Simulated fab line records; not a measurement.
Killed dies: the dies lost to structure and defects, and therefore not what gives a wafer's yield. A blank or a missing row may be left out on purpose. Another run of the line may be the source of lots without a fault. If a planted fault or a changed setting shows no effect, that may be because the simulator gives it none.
fab line records	flow sky130
record: lots: 12	wafers: 36	lastDay: 50
route steps=708 shown PWDE@54 VT_ADJUST_PCH@151 SONOS_ONO@181 GATE_OXIDE@189
lots that met no fault: taken from a fault-free run of the same line
startH: hours from the record's opening day to when the first of the lot's shown wafers began	waitH: hours from the lot's prior step to this one	" repeats the value in the row above	L1.1+2: a single row standing in for several wafers	- no value, or no start was given	* or withheld: withheld	< > ~ a bound
route shown NAME@n: names a module that has steps shown in the file, with the first one's number in the route	usual: the fault-free wafers' mean and standard deviation	same: alike in all rows	chamber/n: place in a boat	sites: readings site by site	_std_site: the values' standard deviation	_edge_site: the outer-site mean with the inner-site mean subtracted	radiusMm: for every site, how far away it sits from the centre of the wafer	mask NAME#n: copy n	behind: the most recent tool/chamber to have shaped the wafer	hold: the reason the lot was held/the length of the hold in hours/how it ended	device: the n, p or np transistor that did not switch	end of line: tests of these same wafers at the route's end	a step given without rows: its recipe and nothing more	killed: not the wafer's yield, but the dies lost to structure and defects at the first sort	map: a wafer's dies, x killed, . not, _ none there
set.NAME: the setting that was run; set.NAME@STEP: the one run at that earlier step	model.NAME: the simulator's own value behind a step, which no gauge read
the route's steps for a sample of lots (tables are steps, rows are wafers)
services: the hour from which a tool's chamber was out of use, counted from the record's first day as startH (under 0 if before that day), plus the number of hours and why
== steps ==
step: SKY_PWDE_STRIP_09
recipe: chemistry: O2/N2	powerW: 1400	pressureMtorr: 1500	platenTempC: withheld	o2FlowSccm: 3000	n2FlowSccm: 300	overashFraction: 0.5
usual: drypumpMotorCurrentA: 5.68/0.25	oesProductAu: 0.722/0.0043	stripTimeToEndpointS: 36.96/0.12
lot.wafer	tool	chamber	startH	waitH	drypumpMotorCurrentA	oesProductAu	rfHoursCounterH	stripTimeToEndpointS
L875.3	plasmaAsher-02	1	78.20	0.1	5.57	0.717	-	36.88
L875.4	"	0	"	"	5.43	0.719	-	36.87
L875.6	"	1	"	"	5.57	0.714	-	36.91
L880.3	plasmaAsher-04	0	106.53	0.1	5.76	0.722	-	36.92
L880.4	"	1	"	"	5.26	0.721	-	36.95
L880.6	"	0	"	"	5.70	0.722	-	36.82
L881.1	plasmaAsher-03	1	110.86	0.1	5.92	0.717	29	37.00
L881.3	"	0	"	"	5.96	0.724	-	37.06
L881.4	"	1	"	"	5.95	0.722	-	36.99
L883.2	plasmaAsher-02	1	124.21	0.1	5.56	0.720	1	36.68
L883.4	"	1	"	"	5.55	0.726	-	36.74
L883.6	"	0	"	"	5.42	0.725	-	36.84
L886.3	plasmaAsher-03	0	143.63	0.1	5.98	0.717	-	36.97
L886.4	"	1	"	"	5.92	0.723	-	37.01
L886.5	"	0	"	"	5.95	0.733	-	36.98
L888.2	plasmaAsher-02	1	151.31	0.1	5.56	0.724	3	37.10
L888.4	"	0	"	"	5.43	0.721	-	37.05
L888.6	"	0	"	"	5.42	0.723	-	37.22
L889.1	plasmaAsher-03	1	157.73	0.1	5.93	0.718	34	36.81
L889.2	"	0	"	"	5.99	0.719	34	36.66
L889.4	"	1	"	"	5.93	0.721	-	36.84
L890.1	plasmaAsher-03	1	164.60	0.1	5.91	0.727	34	37.05
L890.3	"	1	"	"	5.92	0.719	-	36.95
L890.6	"	0	"	"	5.95	0.719	-	36.97
L892.2	plasmaAsher-02	1	183.13	0.1	5.57	0.724	7	36.98
L892.5	"	0	"	"	5.42	0.723	-	37.09
L892.6	"	1	"	"	5.57	0.716	-	36.97
L893.1	plasmaAsher-04	0	183.48	0.1	5.73	0.720	49	36.93
L893.5	"	0	"	"	5.73	0.723	-	36.86
L893.6	"	1	"	"	5.26	0.729	-	36.85
L894.3	plasmaAsher-02	1	188.90	0.1	5.55	0.716	-	37.02
L894.4	"	0	"	"	5.43	0.726	-	37.14
L894.6	"	1	"	"	5.56	0.721	-	37.12
L895.2	plasmaAsher-02	1	192.98	0.1	5.57	0.721	8	37.02
L895.4	"	0	"	"	5.43	0.723	-	37.03
L895.5	"	1	"	"	5.56	0.719	-	37.04
step: SKY_VT_ADJUST_PCH_IMPLANT_08
recipe: species: B	energyKev: 10	doseCm2: 5e+11	tiltDeg: withheld
usual: doseIonsCm2: 5e+11/5e+08	faradayCurrentUA: 2.82/0.055
lot.wafer	tool	chamber	startH	waitH	doseIonsCm2	faradayCurrentUA
L875.3	implanter-03	0	243.23	0.1	4.997e+11	2.80
L875.4	"	0	"	"	4.999e+11	2.86
L875.6	"	0	"	"	4.997e+11	2.82
L880.3	implanter-03	0	278.41	0.1	3.972e+11	2.19
L880.4	"	0	"	"	3.978e+11	2.30
L880.6	"	0	"	"	3.976e+11	2.29
L881.1	implanter-03	0	282.21	0.0	3.98e+11	2.32
L881.3	"	0	"	"	3.983e+11	2.27
L881.4	"	0	"	"	3.983e+11	2.29
L883.2	implanter-01	0	303.11	0.0	4.996e+11	2.77
L883.4	"	0	"	"	4.998e+11	2.84
L883.6	"	0	"	"	5.002e+11	2.78
L886.3	implanter-02	0	326.85	0.1	4.994e+11	2.86
L886.4	"	0	"	"	4.999e+11	2.84
L886.5	"	0	"	"	5.005e+11	2.75
L888.2	implanter-01	0	337.21	0.0	5e+11	2.79
L888.4	"	0	"	"	5.005e+11	2.81
L888.6	"	0	"	"	4.997e+11	2.82
L889.1	implanter-01	0	346.16	0.0	5.015e+11	2.80
L889.2	"	0	"	"	5.006e+11	2.82
L889.4	"	0	"	"	5.002e+11	2.79
L890.1	implanter-03	0	355.31	0.0	5.006e+11	2.88
L890.3	"	0	"	"	5.004e+11	2.96
L890.6	"	0	"	"	4.999e+11	2.81
L892.2	implanter-02	0	379.44	0.0	4.998e+11	2.91
L892.5	"	0	"	"	4.998e+11	2.74
L892.6	"	0	"	"	4.986e+11	2.85
L893.1	implanter-03	0	382.15	0.0	4.999e+11	2.87
L893.5	"	0	"	"	4.998e+11	2.74
L893.6	"	0	"	"	4.996e+11	2.82
L894.3	implanter-02	0	387.91	0.1	4.998e+11	2.79
L894.4	"	0	"	"	4.999e+11	2.93
L894.6	"	0	"	"	4.995e+11	2.78
L895.2	implanter-03	0	395.44	0.0	5.003e+11	2.75
L895.4	"	0	"	"	4.997e+11	2.84
L895.5	"	0	"	"	5.003e+11	2.92
step: SKY_VT_ADJUST_PCH_TW_MEAS_10
usual: VT_ADJUST_PCH_TW: 142.5/0.67
lot.wafer	tool	chamber	startH	waitH	VT_ADJUST_PCH_TW
L875.3	filmMetro-04	-	243.45	0.1	142.9
L875.4	"	-	"	"	143.3
L875.6	"	-	"	"	142.7
L880.3	filmMetro-04	-	278.63	0.1	135.3
L880.4	"	-	"	"	134.0
L880.6	"	-	"	"	134.5
L881.1	filmMetro-03	-	282.46	0.1	135.3
L881.3	"	-	"	"	133.7
L881.4	"	-	"	"	134.1
L883.2	filmMetro-04	-	303.34	0.1	142.5
L883.4	"	-	"	"	142.6
L883.6	"	-	"	"	143.2
L886.3	filmMetro-04	-	327.07	0.1	142.8
L886.4	"	-	"	"	142.0
L886.5	"	-	"	"	141.3
L888.2	filmMetro-04	-	337.44	0.1	143.8
L888.4	"	-	"	"	142.4
L888.6	"	-	"	"	142.8
L889.1	filmMetro-03	-	346.41	0.1	141.8
L889.2	"	-	"	"	143.0
L889.4	"	-	"	"	142.5
L890.1	filmMetro-04	-	355.56	0.1	143.2
L890.3	"	-	"	"	143.5
L890.6	"	-	"	"	142.6
L892.2	filmMetro-04	-	379.67	0.1	141.9
L892.5	"	-	"	"	141.6
L892.6	"	-	"	"	142.1
L893.1	filmMetro-03	-	382.40	0.1	142.6
L893.5	"	-	"	"	142.7
L893.6	"	-	"	"	143.6
L894.3	filmMetro-04	-	388.13	0.1	141.7
L894.4	"	-	"	"	141.3
L894.6	"	-	"	"	142.2
L895.2	filmMetro-04	-	395.67	0.1	140.6
L895.4	"	-	"	"	142.1
L895.5	"	-	"	"	141.4
step: SKY_SONOS_ONO_CD_MEAS_13
recipe: targetCdNm: 410
usual: cdNm: 409.9/2.5
lot.wafer	tool	chamber	startH	waitH	cdNm
L875.3	cdSem-02	-	298.47	0.1	408.4
L875.4	"	-	"	"	411.5
L875.6	"	-	"	"	411.6
L880.3	cdSem-02	-	342.75	0.1	413.4
L880.4	"	-	"	"	408.0
L880.6	"	-	"	"	410.3
L881.1	cdSem-01	-	343.01	0.1	408.1
L881.3	"	-	"	"	408.0
L881.4	"	-	"	"	409.5
L883.2	cdSem-02	-	360.23	0.1	409.1
L883.4	"	-	"	"	407.6
L883.6	"	-	"	"	406.6
L886.3	cdSem-02	-	388.97	0.1	413.7
L886.4	"	-	"	"	413.6
L886.5	"	-	"	"	414.8
L888.2	cdSem-02	-	399.08	0.1	409.7
L888.4	"	-	"	"	409.5
L888.6	"	-	"	"	411.9
L889.1	cdSem-01	-	408.20	0.1	409.0
L889.2	"	-	"	"	409.5
L889.4	"	-	"	"	408.9
L890.1	cdSem-01	-	417.35	0.1	408.6
L890.3	"	-	"	"	407.6
L890.6	"	-	"	"	408.3
L892.2	cdSem-01	-	444.88	0.2	411.6
L892.5	"	-	"	"	410.6
L892.6	"	-	"	"	409.2
L893.1	cdSem-01	-	447.96	0.1	412.7
L893.5	"	-	"	"	413.4
L893.6	"	-	"	"	412.4
L894.3	cdSem-02	-	452.94	0.1	409.2
L894.4	"	-	"	"	409.0
L894.6	"	-	"	"	408.7
L895.2	cdSem-01	-	462.80	0.1	413.8
L895.4	"	-	"	"	415.5
L895.5	"	-	"	"	416.1
step: SKY_GATE_OXIDE_THK_MEAS_02
recipe: reads: SiO2_of_GATE_OXIDE_OXIDATION_01
usual: GATE_OXIDE_OXIDATION_00_THK: 10.24/0.18
lot.wafer	tool	chamber	startH	waitH	GATE_OXIDE_OXIDATION_00_THK[nm]
L875.3	filmMetro-04	-	307.26	0.0	10.26
L875.4	"	-	"	"	10.18
L875.6	"	-	"	"	10.34
L880.3	filmMetro-04	-	344.75	0.0	10.07
L880.4	"	-	"	"	10.10
L880.6	"	-	"	"	10.34
L881.1	filmMetro-03	-	345.04	0.0	10.39
L881.3	"	-	"	"	10.38
L881.4	"	-	"	"	10.32
L883.2	filmMetro-04	-	362.11	0.0	10.29
L883.4	"	-	"	"	10.29
L883.6	"	-	"	"	10.20
L886.3	filmMetro-01	-	390.82	0.0	10.47
L886.4	"	-	"	"	10.44
L886.5	"	-	"	"	10.29
L888.2	filmMetro-01	-	400.96	0.0	10.08
L888.4	"	-	"	"	10.10
L888.6	"	-	"	"	10.09
L889.1	filmMetro-03	-	410.55	0.0	10.14
L889.2	"	-	"	"	9.75
L889.4	"	-	"	"	10.03
L890.1	filmMetro-04	-	419.28	0.0	10.52
L890.3	"	-	"	"	10.34
L890.6	"	-	"	"	10.53
L892.2	filmMetro-01	-	446.75	0.0	10.16
L892.5	"	-	"	"	10.16
L892.6	"	-	"	"	10.18
L893.1	filmMetro-03	-	450.01	0.0	10.18
L893.5	"	-	"	"	10.09
L893.6	"	-	"	"	10.08
L894.3	filmMetro-01	-	456.85	0.0	10.18
L894.4	"	-	"	"	10.21
L894.6	"	-	"	"	10.14
L895.2	filmMetro-01	-	465.72	0.0	10.22
L895.4	"	-	"	"	10.26
L895.5	"	-	"	"	10.16
== services ==
tool	chamber	startH	hours	kind
plasmaAsher-03	-	56.05	15.6	pm
plasmaAsher-02	-	108.75	9.0	pm
plasmaAsher-02	0	108.75	9.0	ventCycle
plasmaAsher-02	1	108.75	9.0	ventCycle
implanter-02	-	109.46	4.2	repair
plasmaAsher-02	0	117.75	-	clean
plasmaAsher-02	1	117.75	-	clean
implanter-02	-	127.31	3.2	pm
implanter-01	-	132.01	3.6	pm
implanter-01	-	137.33	1.5	repair
implanter-02	-	148.26	2.1	repair
plasmaAsher-04	-	157.24	3.4	repair
plasmaAsher-02	-	163.06	2.0	repair
plasmaAsher-03	-	169.87	14.6	pm
implanter-03	-	199.82	3.8	repair
implanter-03	-	269.34	2.3	repair
implanter-03	-	272.41	4.3	repair
plasmaAsher-04	-	289.76	1.3	repair
implanter-02	-	300.27	9.5	pm
implanter-01	-	328.94	4.8	pm
plasmaAsher-03	-	337.01	2.8	pm
plasmaAsher-02	-	345.39	1.0	repair
== key ==
firstSign: step: SKY_VT_ADJUST_PCH_IMPLANT_08	reading: doseIonsCm2	direction: down	sigmas: 99+	usual: *	struck: *
effect: step: SKY_VT_ADJUST_PCH_IMPLANT_08	reading: faradayCurrentUA	direction: down	sigmas: 10	usual: 2.82	struck: 2.28
effect: step: SKY_VT_ADJUST_PCH_TW_MEAS_10	reading: VT_ADJUST_PCH_TW	direction: down	sigmas: 12	usual: 142.5	struck: 134.5
metAt SKY_VT_ADJUST_PCH_IMPLANT_08
struckLots L880,L881
rowsEnd L881.3
testerLeftOut L880,L881
notActingAt SKY_PWDE_STRIP_09,SKY_SONOS_ONO_CD_MEAS_13,SKY_GATE_OXIDE_THK_MEAS_02
onsetBetween 243.23 278.41
fault: kind: processParameterDrift	tool: implanter-03	chamber: -	onsetH: 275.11	steps: SKY_VT_ADJUST_PCH_IMPLANT_08	channel: doseCm2	offset: *	shape: step	endH: 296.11	actsIn: *	stated: *
testerLeftOut: of these lots the tester's yield and bins aren't shown, on N5 and GAA mostly nor the transistor test; their killed dies are dies lost to structure and defects alone, not to doping, threshold or leakage, so they don't give the yield
rowsEnd: these wafers met a further fault down the route, and their rows from its step on are left out
